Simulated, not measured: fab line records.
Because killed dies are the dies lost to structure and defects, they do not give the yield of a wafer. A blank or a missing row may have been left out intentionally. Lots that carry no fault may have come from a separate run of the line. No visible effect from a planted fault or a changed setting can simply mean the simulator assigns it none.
fab line records	flow sky130
record: lots: 11	wafers: 33	lastDay: 50
route steps=708 shown VIA3@587 METAL4@600 CAP2M@607 PAD_OPEN@708
lots with no fault: from the same line, run without faults
startH: hours from the record's first day to the start of the lot's first wafer shown	waitH: time in hours since the lot's previous step	" identical to the entry in the row above	L1.1+2: several wafers, shown together as one row	- no value, or no start was given	* or withheld: withheld	< > ~ a bound
route shown NAME@n: a module of which the file shows steps, and the number in the route of the first	usual: average and standard deviation across the fault-free wafers	same: alike in all rows	chamber/n: place in a boat	sites: readings site by site	_std_site: their standard deviation	_edge_site: outer sites' mean less inner sites'	radiusMm: how far each site lies from the wafer's centre	mask NAME#n: copy n	behind: tool/chamber where the wafer was last shaped	hold: the reason the lot was held/the length of the hold in hours/how it ended	device: the n, p or np transistor that did not switch	end of line: the same wafers' tests at the end of the route	a step with no rows: only its recipe	killed: at the first sort, the dies lost to defects and structure; wafer yield is something else	map: a wafer's dies, marking killed ones x, the rest . and places with no die _
set.NAME: the setting as run; set.NAME@STEP: as run at that earlier step	model.NAME: the simulator's own value behind a step, which no gauge read
a sample of lots followed through the steps of the route, with each step as a table and each wafer as a row
services: the hour from which a tool's chamber was out of use, counted from the record's first day as startH (under 0 if before that day), plus the number of hours and why
== steps ==
step: SKY_VIA3_ETCH_14
recipe: chemistry: N2/H2	target: BARC	ionEnergyEv: 200	sourceW: 500	biasW: 100	pressureMtorr: 30	n2FlowSccm: 100	h2FlowSccm: 200	stopOn: SiO2	timeS: 45.9	targetDepthA: 600
usual: drypumpMotorCurrentA: 5.7/0.55	oesProductAu: 0.854/0.0048	rfFwdPowerW: 495.3/2	throttleValvePct: 13.226/0.0086
same: timeS: 45.9
lot.wafer	tool	chamber	startH	waitH	drypumpMotorCurrentA	oesProductAu	rfFwdPowerW	rfHoursCounterH	throttleValvePct
L562.1	rieDiel-03	2	950.67	0.0	6.6	0.845	495.5	16	13.223
L562.4	"	3	"	"	4.7	0.852	494.0	17	13.230
L562.5	"	3	"	"	4.8	0.856	494.0	-	13.221
L564.3	rieDiel-02	0	979.41	0.0	5.8	0.858	495.8	12	13.225
L564.4	"	1	"	"	6.0	0.854	495.9	4	13.215
L564.6	"	1	"	"	6.0	0.854	497.0	-	13.215
L565.1	rieDiel-02	3	980.91	0.0	5.7	0.856	499.6	25	13.219
L565.4	"	0	"	"	5.8	0.847	496.6	12	13.228
L565.5	"	3	"	"	5.7	0.858	498.5	-	13.227
L569.1	rieDiel-03	0	1001.51	0.0	5.8	0.847	496.6	27	13.207
L569.2	"	1	"	"	5.5	0.856	493.5	6	13.231
L569.5	"	1	"	"	5.4	0.851	496.1	-	13.235
L570.1	rieDiel-03	2	1006.98	0.0	6.6	0.855	495.0	17	13.230
L570.5	"	3	"	"	4.7	0.861	492.5	-	13.222
L570.6	"	2	"	"	6.6	0.856	494.0	-	13.221
L572.1	rieDiel-03	2	1025.33	0.0	6.6	0.848	493.8	18	13.236
L572.5	"	1	"	"	5.4	0.858	494.1	-	13.216
L572.6	"	0	"	"	5.8	0.848	494.6	-	13.227
L573.2	rieDiel-03	0	1030.16	0.0	5.8	0.859	495.7	28	13.230
L573.3	"	2	"	"	6.5	0.845	493.8	18	13.238
L573.5	"	2	"	"	6.5	0.853	492.0	-	13.213
L574.1	rieDiel-04	2	1033.91	0.0	5.2	0.854	492.3	8	13.221
L574.4	"	3	"	"	6.6	0.858	498.1	24	13.234
L574.5	"	1	"	"	5.9	0.856	496.1	-	13.223
L579.1	rieDiel-02	0	1064.81	0.0	5.8	0.854	495.6	15	13.228
L579.5	"	1	"	"	6.0	0.851	493.2	-	13.245
L579.6	"	2	"	"	5.2	0.854	497.5	-	13.222
L581.1	rieDiel-03	1	1075.77	0.0	5.5	0.865	496.9	8	13.224
L581.3	"	3	"	"	4.8	0.845	493.7	21	13.218
L581.4	"	2	"	"	6.5	0.851	493.7	20	13.240
L582.1	rieDiel-04	0	1079.78	0.0	5.5	0.854	498.1	14	13.230
L582.3	"	2	"	"	5.2	0.855	492.1	10	13.223
L582.5	"	0	"	"	5.5	0.857	499.4	-	13.231
step: SKY_VIA3_CVD_21
recipe: material: W	targetThkNm: 390	timeS: 117.31	tempC: 400	pressureTorr: 40
usual: heaterPowerW: 853/69
same: timeS: 117.31
lot.wafer	tool	chamber	startH	waitH	heaterPowerW
L562.1	cvdW-02	0	951.46	0.0	803
L562.4	"	0	"	"	803
L562.5	"	0	"	"	803
L564.3	cvdW-02	1	980.68	0.1	884
L564.4	"	0	"	"	794
L564.6	"	1	"	"	868
L565.1	cvdW-02	1	982.08	0.0	861
L565.4	"	0	"	"	836
L565.5	"	1	"	"	864
L569.1	cvdW-02	1	1002.29	0.0	877
L569.2	"	0	"	"	820
L569.5	"	1	"	"	880
L570.1	cvdW-01	1	1007.77	0.0	927
L570.5	"	1	"	"	969
L570.6	"	0	"	"	767
L572.1	cvdW-01	1	1026.08	0.0	969
L572.5	"	1	"	"	992
L572.6	"	0	"	"	752
L573.2	cvdW-01	0	1031.09	0.0	769
L573.3	"	0	"	"	773
L573.5	"	0	"	"	785
L574.1	cvdW-02	0	1034.76	0.0	837
L574.4	"	0	"	"	821
L574.5	"	0	"	"	821
L579.1	cvdW-02	1	1065.56	0.0	892
L579.5	"	1	"	"	883
L579.6	"	0	"	"	829
L581.1	cvdW-02	1	1076.58	0.0	874
L581.3	"	0	"	"	837
L581.4	"	1	"	"	854
L582.1	cvdW-02	1	1080.55	0.0	890
L582.3	"	0	"	"	813
L582.5	"	0	"	"	830
step: SKY_METAL4_SPUTTER_02
recipe: material: AlCu	targetThkNm: 735	powerW: 10600	timeS: 39.1	chamberPressurePa: 0.4
usual: cathodeDcPowerW: 10600/1.9	throttleValvePct: 29.9/1.1
same: timeS: 39.1
lot.wafer	tool	chamber	startH	waitH	cathodeDcPowerW	throttleValvePct
L562.1	pvdSputter-01	-	952.11	0.0	10602	28.5
L562.4	"	-	"	"	10599	31.4
L562.5	"	-	"	"	10602	30.6
L564.3	pvdSputter-03	-	981.29	0.0	10594	29.2
L564.4	"	-	"	"	10601	29.6
L564.6	"	-	"	"	10599	29.8
L565.1	pvdSputter-03	-	982.73	0.0	10597	29.4
L565.4	"	-	"	"	10600	30.3
L565.5	"	-	"	"	10597	28.9
L569.1	pvdSputter-03	-	1002.95	0.0	10600	29.8
L569.2	"	-	"	"	10600	29.1
L569.5	"	-	"	"	10598	29.6
L570.1	pvdSputter-02	-	1008.42	0.0	10599	28.5
L570.5	"	-	"	"	10598	31.2
L570.6	"	-	"	"	10595	29.0
L572.1	pvdSputter-03	-	1026.73	0.0	10602	29.7
L572.5	"	-	"	"	10602	28.9
L572.6	"	-	"	"	10600	30.0
L573.2	pvdSputter-03	-	1031.74	0.0	10599	29.2
L573.3	"	-	"	"	9766.4	30.1
L573.5	"	-	"	"	9769.3	29.9
L574.1	pvdSputter-03	-	1035.41	0.0	10600	29.5
L574.4	"	-	"	"	9770.5	30.0
L574.5	"	-	"	"	10600	29.6
L579.1	pvdSputter-03	-	1066.21	0.0	9769.5	29.9
L579.5	"	-	"	"	10601	30.9
L579.6	"	-	"	"	10600	29.2
L581.1	pvdSputter-01	-	1077.46	0.0	10597	29.0
L581.3	"	-	"	"	10599	30.5
L581.4	"	-	"	"	10598	28.4
L582.1	pvdSputter-01	-	1081.20	0.0	10601	29.2
L582.3	"	-	"	"	10600	31.1
L582.5	"	-	"	"	10598	31.1
step: SKY_CAP2M_THK_MEAS_04
recipe: thkMeasGauge: xrf	reads: TiN_of_CAP2M_SPUTTER_02
usual: CAP2M_TIN_THK: 200.8/1.8
lot.wafer	tool	chamber	startH	waitH	CAP2M_TIN_THK[nm]
L562.1	filmMetro-02	-	952.53	0.1	200.1
L562.4	"	-	"	"	203.1
L562.5	"	-	"	"	202.1
L564.3	filmMetro-04	-	981.72	0.1	200.7
L564.4	"	-	"	"	202.2
L564.6	"	-	"	"	200.9
L565.1	filmMetro-01	-	983.17	0.1	202.7
L565.4	"	-	"	"	202.3
L565.5	"	-	"	"	202.9
L569.1	filmMetro-02	-	1003.36	0.1	199.7
L569.2	"	-	"	"	199.8
L569.5	"	-	"	"	200.2
L570.1	filmMetro-01	-	1008.83	0.1	201.9
L570.5	"	-	"	"	200.5
L570.6	"	-	"	"	201.4
L572.1	filmMetro-02	-	1027.15	0.1	202.6
L572.5	"	-	"	"	202.0
L572.6	"	-	"	"	201.8
L573.2	filmMetro-02	-	1032.17	0.1	199.1
L573.3	"	-	"	"	197.7
L573.5	"	-	"	"	198.6
L574.1	filmMetro-02	-	1035.83	0.1	200.4
L574.4	"	-	"	"	202.0
L574.5	"	-	"	"	200.2
L579.1	filmMetro-04	-	1066.64	0.1	199.8
L579.5	"	-	"	"	200.8
L579.6	"	-	"	"	201.0
L581.1	filmMetro-04	-	1077.88	0.1	204.6
L581.3	"	-	"	"	203.3
L581.4	"	-	"	"	201.9
L582.1	filmMetro-04	-	1081.62	0.1	203.3
L582.3	"	-	"	"	202.4
L582.5	"	-	"	"	204.2
step: SKY_METAL4_METAL_ETCH_18
recipe: targetDepthA: 8450	stopOn: SiO2	overEtchFrac: 0.3	timeS: 183.1	chemistry: Cl2/BCl3	resistSidewallDeg: 88	pressureMtorr: 10	icpW: 900	biasW: 48.5	Cl2_flow_sccm: 60	bcl3FlowSccm: 30
usual: drypumpMotorCurrentA: 5.7/0.63	oesProductAu: 0.865/0.006	rfFwdPowerW: 895.5/2.9	throttleValvePct: 22.264/0.011
same: timeS: 183.1
lot.wafer	tool	chamber	startH	waitH	drypumpMotorCurrentA	oesProductAu	rfFwdPowerW	rfHoursCounterH	throttleValvePct
L562.1	rieMetal-01	0	1001.86	0.0	5.2	0.868	895.7	16	22.280
L562.4	"	1	"	"	6.1	0.874	897.5	-	22.259
L562.5	"	1	"	"	6.1	0.864	897.4	-	22.244
L564.3	rieMetal-04	0	1029.54	0.1	6.4	0.869	898.4	-	22.245
L564.4	"	1	"	"	4.7	0.870	894.2	-	22.239
L564.6	"	0	"	"	6.5	0.868	898.3	-	22.272
L565.1	rieMetal-01	1	1029.89	0.0	6.1	0.874	895.6	10	22.265
L565.4	"	0	"	"	5.2	0.862	899.2	-	22.284
L565.5	"	1	"	"	6.1	0.873	895.7	-	22.264
L569.1	rieMetal-04	1	1047.48	0.0	4.7	0.873	889.7	10	22.249
L569.2	"	0	"	"	6.5	0.855	896.5	1	22.256
L569.5	"	1	"	"	4.7	0.869	894.0	-	22.265
L570.1	rieMetal-02	0	1054.38	0.0	5.9	0.870	897.5	13	22.273
L570.5	"	0	"	"	5.9	0.869	901.6	-	22.282
L570.6	"	1	"	"	6.0	0.875	898.7	-	22.254
L572.1	rieMetal-04	0	1076.27	0.0	6.4	0.870	895.8	4	22.258
L572.5	"	0	"	"	6.4	0.867	896.1	-	22.276
L572.6	"	1	"	"	4.7	0.865	890.9	-	22.255
L573.2	rieMetal-01	1	1076.97	0.0	6.1	0.867	894.6	13	22.254
L573.3	"	0	"	"	5.2	0.823	894.1	-	22.249
L573.5	"	1	"	"	6.0	0.838	898.2	-	22.250
L574.1	rieMetal-04	0	1078.32	0.0	6.4	0.858	898.3	4	22.249
L574.4	"	0	"	"	6.4	0.835	894.0	-	22.267
L574.5	"	0	"	"	6.5	0.864	897.7	-	22.258
L579.1	rieMetal-04	1	1108.08	0.0	4.7	0.836	897.6	15	22.277
L579.5	"	1	"	"	4.7	0.860	893.8	-	22.263
L579.6	"	0	"	"	6.4	0.868	894.7	-	22.267
L581.1	rieMetal-01	0	1120.04	0.0	5.2	0.855	891.0	24	22.273
L581.3	"	1	"	"	6.1	0.868	894.2	-	22.278
L581.4	"	0	"	"	5.2	0.864	892.8	-	22.257
L582.1	rieMetal-01	1	1123.44	0.0	6.1	0.860	899.3	17	22.249
L582.3	"	0	"	"	5.2	0.863	896.9	-	22.270
L582.5	"	1	"	"	6.1	0.868	897.1	-	22.262
step: SKY_PAD_OPEN_PROBE_99
usual: defectLimitedYield: 82.4/2.2	killed_at_M0_to_M3: 44/6.8	killed_at_M4_up: 3.1/1.9	killedAtContacts: 25/5.9	killedAtFrontEnd: 15/4.3	killedAtOther: 0.2/0.51	killedDies: 87/11	killedOnRim: 17/3.6	killedOpen: 47/7.9	killedShort: 39/6.4	sort_bin_3_pad_short: 0.9/0.44	sort_bin_5_function: 10.3/1.5	sort_bin_6_memory: 6.4/1.4	sortNPass: 405/11	sortYieldPct: 82.4/2.2
same: grossDies: 492	killedAtBackSide: 0	sort_bin_4_leakage[%]: 0	sort_bin_8_speed[%]: 0
lot.wafer	tool	chamber	startH	waitH	defectLimitedYield[%]	killed_at_M0_to_M3	killed_at_M4_up	killedAtContacts	killedAtFrontEnd	killedAtOther	killedDies	killedOnRim	killedOpen	killedShort	sort_bin_3_pad_short[%]	sort_bin_5_function[%]	sort_bin_6_memory[%]	sortNPass	sortYieldPct[%]
L562.1	prober-02	-	1096.65	0.1	76.6	68	2	29	16	0	115	23	67	48	1.0	13.0	9.3	377	76.6
L562.4	prober-02	-	1096.80	0.2	85.0	35	7	17	15	0	74	18	33	41	0.8	9.1	5.1	418	85.0
L562.5	prober-02	-	1096.85	0.2	83.1	38	4	26	15	0	83	17	47	36	0.6	11.4	4.9	409	83.1
L564.3	prober-01	-	1121.37	0.2	80.1	52	3	29	14	0	98	17	51	47	0.6	12.6	6.7	394	80.1
L564.4	prober-01	-	1121.42	0.2	82.5	38	3	28	17	0	86	14	53	33	1.4	10.8	5.3	406	82.5
L564.6	prober-01	-	1121.52	0.2	84.1	40	5	22	11	0	78	11	44	34	0.2	8.9	6.7	414	84.1
L565.1	prober-02	-	1121.94	0.1	79.5	44	6	30	20	1	101	15	46	55	0.8	11.6	8.1	391	79.5
L565.4	prober-02	-	1122.09	0.2	79.7	42	8	31	19	0	100	23	51	49	1.0	13.2	6.1	392	79.7
L565.5	prober-02	-	1122.14	0.2	78.3	60	4	26	16	1	107	22	54	53	1.0	12.8	7.9	385	78.3
L569.1	prober-01	-	1134.53	0.1	78.7	46	2	33	24	0	105	20	51	54	1.6	12.4	7.3	387	78.7
L569.2	prober-01	-	1134.58	0.1	85.6	38	4	15	14	0	71	7	45	26	0.4	9.1	4.9	421	85.6
L569.5	prober-01	-	1134.73	0.2	85.6	39	0	17	14	1	71	14	38	33	0	10.0	4.5	421	85.6
L570.1	prober-02	-	1141.59	0.1	82.3	45	2	24	16	0	87	23	47	40	0.4	11.2	6.1	405	82.3
L570.5	prober-02	-	1141.79	0.2	81.9	48	1	22	18	0	89	16	50	39	0.4	8.7	8.9	403	81.9
L570.6	prober-02	-	1141.84	0.2	81.9	45	2	30	12	0	89	16	46	43	1.2	10.8	6.1	403	81.9
L572.1	prober-02	-	1160.15	0.1	84.8	38	6	22	9	0	75	12	42	33	1.0	8.1	6.1	417	84.8
L572.5	prober-02	-	1160.35	0.2	82.1	43	3	26	15	1	88	19	48	40	0.8	9.1	7.9	404	82.1
L572.6	prober-02	-	1160.40	0.2	82.7	38	0	41	6	0	85	17	51	34	0.6	10.2	6.5	407	82.7
L573.2	prober-01	-	1160.99	0.1	82.3	43	4	24	16	0	87	17	45	42	0.8	10.6	6.3	405	82.3
L573.3	prober-01	-	1161.04	0.2	85.2	31	4	28	9	1	73	17	29	44	0.8	9.6	4.5	419	85.2
L573.5	prober-01	-	1161.14	0.2	84.3	44	3	19	11	0	77	19	33	44	1.8	8.5	5.3	415	84.3
L574.1	prober-02	-	1161.76	0.1	79.3	48	2	32	20	0	102	14	56	46	1.0	12.2	7.5	390	79.3
L574.4	prober-02	-	1161.91	0.2	87.4	40	0	11	11	0	62	10	38	24	0.4	7.5	4.7	430	87.4
L574.5	prober-02	-	1161.96	0.2	81.7	51	6	22	11	0	90	18	48	42	0.8	9.1	8.3	402	81.7
L579.1	prober-02	-	1185.27	0.1	83.9	39	4	24	12	0	79	16	43	36	0.8	8.7	6.5	413	83.9
L579.5	prober-02	-	1185.47	0.2	82.3	47	1	28	11	0	87	20	54	33	1.0	11.0	5.7	405	82.3
L579.6	prober-02	-	1185.52	0.2	83.3	42	5	26	9	0	82	11	53	29	0.4	8.5	7.7	410	83.3
L581.1	prober-01	-	1196.48	0.1	83.3	39	4	22	17	0	82	12	39	43	0.8	10.6	5.3	410	83.3
L581.3	prober-01	-	1196.58	0.2	81.7	44	7	19	20	0	90	20	51	39	0.4	11.0	6.9	402	81.7
L581.4	prober-01	-	1196.63	0.2	84.6	40	0	23	13	0	76	16	40	36	0.6	9.8	5.1	416	84.6
L582.1	prober-02	-	1200.54	0.1	77.2	61	3	35	13	0	112	30	67	45	0.8	13.8	8.1	380	77.2
L582.3	prober-02	-	1200.64	0.2	80.9	52	1	23	18	0	94	20	56	38	1.2	10.2	7.7	398	80.9
L582.5	prober-02	-	1200.74	0.2	82.5	49	4	19	14	0	86	19	48	38	1.2	8.9	7.3	406	82.5
killed by level:class
L562.1 VIA1:geometricParticle:open=15 CONTACT:geometricParticle:open=14 VIA3:geometricParticle:open=12 CONTACT:geometricParticle:short=9 METAL2:geometricParticle:short=9 METAL1:geometricParticle:short=7 VIA2:geometricParticle:open=7 FIELD_ISO:geometricParticle:open=5
L562.4 VIA1:geometricParticle:open=9 FIELD_ISO:geometricParticle:short=6 CONTACT:geometricParticle:open=6 METAL1:geometricParticle:short=6 METAL2:geometricParticle:short=5 VIA3:geometricParticle:open=5 LOCAL_INTERCONNECT:geometricParticle:short=4 POLY_GATE:geometricParticle:short=3
L562.5 VIA1:geometricParticle:open=10 CONTACT:geometricParticle:open=8 VIA2:geometricParticle:open=8 LI_CONTACT:geometricParticle:open=5 POLY_GATE:geometricParticle:short=4 LI_CONTACT:geometricParticle:short=4 LOCAL_INTERCONNECT:geometricParticle:short=4 CONTACT:geometricParticle:short=4
L564.3 CONTACT:geometricParticle:open=12 VIA1:geometricParticle:open=12 VIA2:geometricParticle:open=9 VIA1:geometricParticle:short=8 METAL1:geometricParticle:short=6 CONTACT:geometricParticle:short=5 METAL2:geometricParticle:short=5 VIA3:geometricParticle:short=5
L564.4 CONTACT:geometricParticle:open=11 VIA1:geometricParticle:open=11 LI_CONTACT:geometricParticle:open=8 METAL2:geometricParticle:short=7 VIA3:geometricParticle:open=7 FIELD_ISO:geometricParticle:short=6 CONTACT:geometricParticle:short=5 VIA2:geometricParticle:open=4
L564.6 CONTACT:geometricParticle:open=13 VIA1:geometricParticle:open=8 METAL1:geometricParticle:short=6 POLY_GATE:geometricParticle:open=6 VIA3:geometricParticle:short=6 VIA2:geometricParticle:open=4 VIA3:geometricParticle:open=4 VIA1:geometricParticle:short=4
L565.1 CONTACT:geometricParticle:open=9 LI_CONTACT:geometricParticle:open=8 VIA1:geometricParticle:open=8 METAL2:geometricParticle:short=7 VIA2:geometricParticle:open=7 METAL1:geometricParticle:short=6 FIELD_ISO:geometricParticle:short=5 POLY_GATE:geometricParticle:open=5
L565.4 METAL1:geometricParticle:short=10 LI_CONTACT:geometricParticle:open=10 CONTACT:geometricParticle:open=9 POLY_GATE:geometricParticle:open=6 VIA3:geometricParticle:open=6 LI_CONTACT:geometricParticle:short=5 VIA1:geometricParticle:short=5 METAL4:geometricParticle:short=5
L565.5 CONTACT:geometricParticle:open=14 METAL1:geometricParticle:short=10 VIA1:geometricParticle:open=10 METAL2:geometricParticle:short=9 VIA2:geometricParticle:open=8 VIA3:geometricParticle:short=6 LOCAL_INTERCONNECT:geometricParticle:short=5 VIA3:geometricParticle:open=5
L569.1 CONTACT:geometricParticle:short=10 VIA1:geometricParticle:open=10 CONTACT:geometricParticle:open=9 METAL2:geometricParticle:short=9 VIA3:geometricParticle:open=8 FIELD_ISO:geometricParticle:short=7 VIA1:geometricParticle:short=6 LI_CONTACT:geometricParticle:open=5
L569.2 VIA1:geometricParticle:open=13 CONTACT:geometricParticle:open=10 FIELD_ISO:geometricParticle:short=6 VIA1:geometricParticle:short=5 VIA2:geometricParticle:short=4 VIA3:geometricParticle:open=4 POLY_GATE:geometricParticle:open=3 LI_CONTACT:geometricParticle:open=3
L569.5 VIA1:geometricParticle:open=13 METAL2:geometricParticle:short=6 FIELD_ISO:geometricParticle:open=5 LOCAL_INTERCONNECT:geometricParticle:short=5 CONTACT:geometricParticle:short=5 VIA2:geometricParticle:open=5 POLY_GATE:geometricParticle:open=4 LI_CONTACT:geometricParticle:open=4
L570.1 CONTACT:geometricParticle:open=12 METAL1:geometricParticle:short=7 METAL2:geometricParticle:short=7 CONTACT:geometricParticle:short=6 VIA3:geometricParticle:open=6 FIELD_ISO:geometricParticle:open=5 VIA1:geometricParticle:open=5 METAL2:geometricParticle:open=5
L570.5 VIA1:geometricParticle:open=12 CONTACT:geometricParticle:open=10 POLY_GATE:geometricParticle:open=8 VIA2:geometricParticle:open=8 METAL1:geometricParticle:short=7 LI_CONTACT:geometricParticle:open=5 METAL2:geometricParticle:short=5 VIA3:geometricParticle:short=5
L570.6 VIA1:geometricParticle:open=16 CONTACT:geometricParticle:open=10 LOCAL_INTERCONNECT:geometricParticle:short=8 VIA1:geometricParticle:short=8 LI_CONTACT:geometricParticle:open=5 FIELD_ISO:geometricParticle:short=4 CONTACT:geometricParticle:short=4 METAL2:geometricParticle:short=4
L572.1 VIA1:geometricParticle:open=10 LI_CONTACT:geometricParticle:open=8 CONTACT:geometricParticle:short=6 VIA2:geometricParticle:open=6 CONTACT:geometricParticle:open=5 METAL1:geometricParticle:short=5 METAL4:geometricParticle:short=5 VIA2:geometricParticle:short=4
L572.5 VIA1:geometricParticle:open=15 CONTACT:geometricParticle:open=9 CONTACT:geometricParticle:short=6 VIA2:geometricParticle:open=6 LI_CONTACT:geometricParticle:open=5 METAL2:geometricParticle:short=5 VIA1:geometricParticle:short=5 POLY_GATE:geometricParticle:short=4
L572.6 CONTACT:geometricParticle:open=19 VIA3:geometricParticle:open=9 LI_CONTACT:geometricParticle:short=8 VIA2:geometricParticle:open=8 LI_CONTACT:geometricParticle:open=7 VIA1:geometricParticle:short=6 CONTACT:geometricParticle:short=5 VIA1:geometricParticle:open=5
L573.2 VIA1:geometricParticle:open=10 METAL2:geometricParticle:short=8 VIA3:geometricParticle:open=8 LI_CONTACT:geometricParticle:open=7 LOCAL_INTERCONNECT:geometricParticle:short=6 METAL3:geometricParticle:short=6 FIELD_ISO:geometricParticle:open=5 VIA2:geometricParticle:open=5
L573.3 LOCAL_INTERCONNECT:geometricParticle:short=8 VIA3:geometricParticle:open=6 CONTACT:geometricParticle:open=6 CONTACT:geometricParticle:short=6 VIA1:geometricParticle:open=6 LI_CONTACT:geometricParticle:short=5 VIA3:geometricParticle:short=5 LI_CONTACT:geometricParticle:open=3
L573.5 VIA3:geometricParticle:open=11 VIA1:geometricParticle:short=8 LI_CONTACT:geometricParticle:open=6 METAL3:geometricParticle:short=6 VIA3:geometricParticle:short=5 LOCAL_INTERCONNECT:geometricParticle:short=4 CONTACT:geometricParticle:open=4 METAL1:geometricParticle:short=4
L574.1 CONTACT:geometricParticle:open=14 VIA1:geometricParticle:open=13 LI_CONTACT:geometricParticle:open=8 METAL1:geometricParticle:short=7 VIA3:geometricParticle:open=7 FIELD_ISO:geometricParticle:short=6 POLY_GATE:geometricParticle:short=5 METAL2:geometricParticle:short=5
L574.4 VIA1:geometricParticle:open=15 FIELD_ISO:geometricParticle:open=5 LI_CONTACT:geometricParticle:open=5 METAL1:geometricParticle:short=5 VIA1:geometricParticle:short=5 METAL2:geometricParticle:short=5 VIA3:geometricParticle:open=4 CONTACT:geometricParticle:open=3
L574.5 METAL2:geometricParticle:short=10 CONTACT:geometricParticle:open=9 VIA2:geometricParticle:open=8 VIA1:geometricParticle:open=8 VIA3:geometricParticle:open=8 CONTACT:geometricParticle:short=5 VIA2:geometricParticle:short=5 FIELD_ISO:geometricParticle:short=4
L579.1 VIA1:geometricParticle:open=11 CONTACT:geometricParticle:open=10 VIA1:geometricParticle:short=8 METAL1:geometricParticle:short=7 LOCAL_INTERCONNECT:geometricParticle:short=5 VIA2:geometricParticle:open=4 FIELD_ISO:geometricParticle:open=3 POLY_GATE:geometricParticle:open=3
L579.5 CONTACT:geometricParticle:open=13 VIA2:geometricParticle:open=11 VIA1:geometricParticle:open=11 LI_CONTACT:geometricParticle:open=7 VIA3:geometricParticle:open=6 METAL1:geometricParticle:short=5 LI_CONTACT:geometricParticle:short=4 METAL2:geometricParticle:short=4
L579.6 VIA1:geometricParticle:open=14 CONTACT:geometricParticle:open=13 VIA3:geometricParticle:open=7 LI_CONTACT:geometricParticle:open=6 FIELD_ISO:geometricParticle:open=4 VIA1:geometricParticle:short=4 VIA2:geometricParticle:open=4 LI_CONTACT:geometricParticle:short=3
L581.1 CONTACT:geometricParticle:open=11 FIELD_ISO:geometricParticle:short=5 VIA2:geometricParticle:open=5 POLY_GATE:geometricParticle:short=5 METAL1:geometricParticle:short=5 VIA1:geometricParticle:open=5 VIA1:geometricParticle:short=4 LI_CONTACT:geometricParticle:open=4
L581.3 VIA1:geometricParticle:open=11 VIA1:geometricParticle:short=8 FIELD_ISO:geometricParticle:open=6 VIA3:geometricParticle:open=6 POLY_GATE:geometricParticle:open=5 LI_CONTACT:geometricParticle:open=5 CONTACT:geometricParticle:short=5 POLY_GATE:geometricParticle:short=4
L581.4 CONTACT:geometricParticle:open=10 METAL2:geometricParticle:short=8 VIA3:geometricParticle:open=7 METAL1:geometricParticle:short=6 VIA3:geometricParticle:short=6 VIA1:geometricParticle:open=5 VIA2:geometricParticle:open=4 LI_CONTACT:geometricParticle:open=4
L582.1 CONTACT:geometricParticle:open=13 VIA2:geometricParticle:open=12 METAL1:geometricParticle:short=10 VIA1:geometricParticle:open=10 VIA3:geometricParticle:open=10 CONTACT:geometricParticle:short=9 VIA1:geometricParticle:short=7 POLY_GATE:geometricParticle:open=6
L582.3 VIA1:geometricParticle:open=16 VIA2:geometricParticle:open=10 LI_CONTACT:geometricParticle:open=9 VIA1:geometricParticle:short=8 METAL2:geometricParticle:short=7 FIELD_ISO:geometricParticle:open=6 CONTACT:geometricParticle:open=6 POLY_GATE:geometricParticle:short=4
L582.5 VIA2:geometricParticle:open=12 CONTACT:geometricParticle:open=9 VIA1:geometricParticle:short=7 VIA3:geometricParticle:open=6 FIELD_ISO:geometricParticle:short=5 METAL1:geometricParticle:short=5 VIA1:geometricParticle:open=5 FIELD_ISO:geometricParticle:open=4
== services ==
tool	chamber	startH	hours	kind
cvdW-01	1	937.96	14.9	repair
cvdW-01	0	939.17	8.2	repair
cvdW-01	-	947.37	2.8	pm
rieDiel-04	0	972.13	7.2	repair
rieDiel-03	0	976.30	5.2	repair
rieMetal-02	-	977.81	1.4	pm
pvdSputter-01	-	980.41	4.4	repair
rieMetal-02	0	984.22	11.5	repair
pvdSputter-02	-	987.22	1.5	repair
cvdW-02	-	998.87	2.8	pm
pvdSputter-02	-	1006.35	1.9	repair
rieMetal-01	-	1007.61	0.8	repair
rieDiel-04	3	1011.96	5.6	repair
cvdW-02	1	1032.00	2.6	repair
rieDiel-04	-	1036.67	2.8	pm
rieDiel-03	-	1037.78	0.3	repair
rieMetal-01	-	1039.83	1.0	repair
pvdSputter-03	-	1045.19	3.9	repair
rieDiel-03	-	1045.55	4.3	pm
rieDiel-02	3	1047.19	6.6	repair
rieDiel-03	2	1084.44	4.4	repair
cvdW-01	-	1106.20	1.4	repair
rieMetal-01	-	1113.17	2.8	pm
pvdSputter-01	-	1117.83	3.0	repair
== key ==
firstSign: step: SKY_METAL4_SPUTTER_02	reading: cathodeDcPowerW	direction: down	sigmas: 99+	usual: 10600	struck: 9768.9
effect: step: SKY_METAL4_METAL_ETCH_18	reading: oesProductAu	direction: down	sigmas: 5.4	usual: 0.865	struck: 0.833
metAt SKY_METAL4_SPUTTER_02
struckLots L573,L574,L579
struckWafers L573.3,L573.5,L574.4,L579.1
notActingAt SKY_VIA3_ETCH_14,SKY_VIA3_CVD_21,SKY_CAP2M_THK_MEAS_04
onsetBetween 1026.73 1031.74
fault: kind: processParameterDrift	tool: pvdSputter-03	chamber: -	onsetH: 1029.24	steps: SKY_METAL4_SPUTTER_02	channel: powerW	offset: *	shape: step	endH: 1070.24	actsIn: *	stated: *	scope: struckWafersOnly
